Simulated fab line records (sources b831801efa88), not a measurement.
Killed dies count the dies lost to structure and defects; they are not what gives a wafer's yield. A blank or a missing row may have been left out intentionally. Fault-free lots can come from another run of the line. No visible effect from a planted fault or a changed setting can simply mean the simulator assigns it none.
Matching of chambers	flow gf180mcu	3 sister chambers for GF_PASSIVATION_CVD_02 on pecvd-04
The step deposits Si3N4, target thk 700 nm, time 486.18 s. 16 wafers are shown with their chamber, then 8 later ones without.

## WAFERS WITH THEIR CHAMBER
wafer	chamber	heater-power-w (W)
L074.2	2	619
L074.4	1	761
L074.6	2	658
L078.2	1	747
L078.5	2	734
L078.6	0	945
L079.3	2	699
L079.4	2	728
L079.5	1	828
L080.2	2	695
L080.4	1	815
L080.6	2	717
L083.1	1	790
L083.4	2	728
L083.5	2	580
L089.1	2	696

SIGNATURES, as means of the wafers listed above
reading	chamber 0	chamber 1	chamber 2	scatter within a chamber
heater-power-w	945.00	788.20	685.40	46.7
Rule: a wafer lies at a distance from a chamber equal to the root of the sum of squares, over the readings, of (its reading less the chamber's mean, divided by the reading's scatter). If the next closest chamber is less than 2 further off than the closest, the wafer can't be placed; otherwise it belongs to the closest. The scatter is the square root of a quotient: the sum, over the shown wafers, of each reading's squared deviation from its chamber's mean, divided by wafers minus chambers.

## WAFERS WHOSE CHAMBER IS MISSING
wafer	heater-power-w (W)
L089.3	917
L089.5	690
L096.1	724
L096.4	800
L096.5	912
L097.2	973
L097.3	747
L097.4	1025

## CHAMBER TAKEN BY EACH
wafer	from the rows above	in truth
L089.3	0	0
L089.5	2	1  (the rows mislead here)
L096.1	can't be placed: 2 or 1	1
L096.4	1	1
L096.5	can't be placed: 0 or 1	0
L097.2	0	0
L097.3	can't be placed: 1 or 2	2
L097.4	0	0
4 of 8 placed correctly. Can't be placed from these rows: 3 (the true chamber is among the candidates in 3). Placed wrongly: 1.
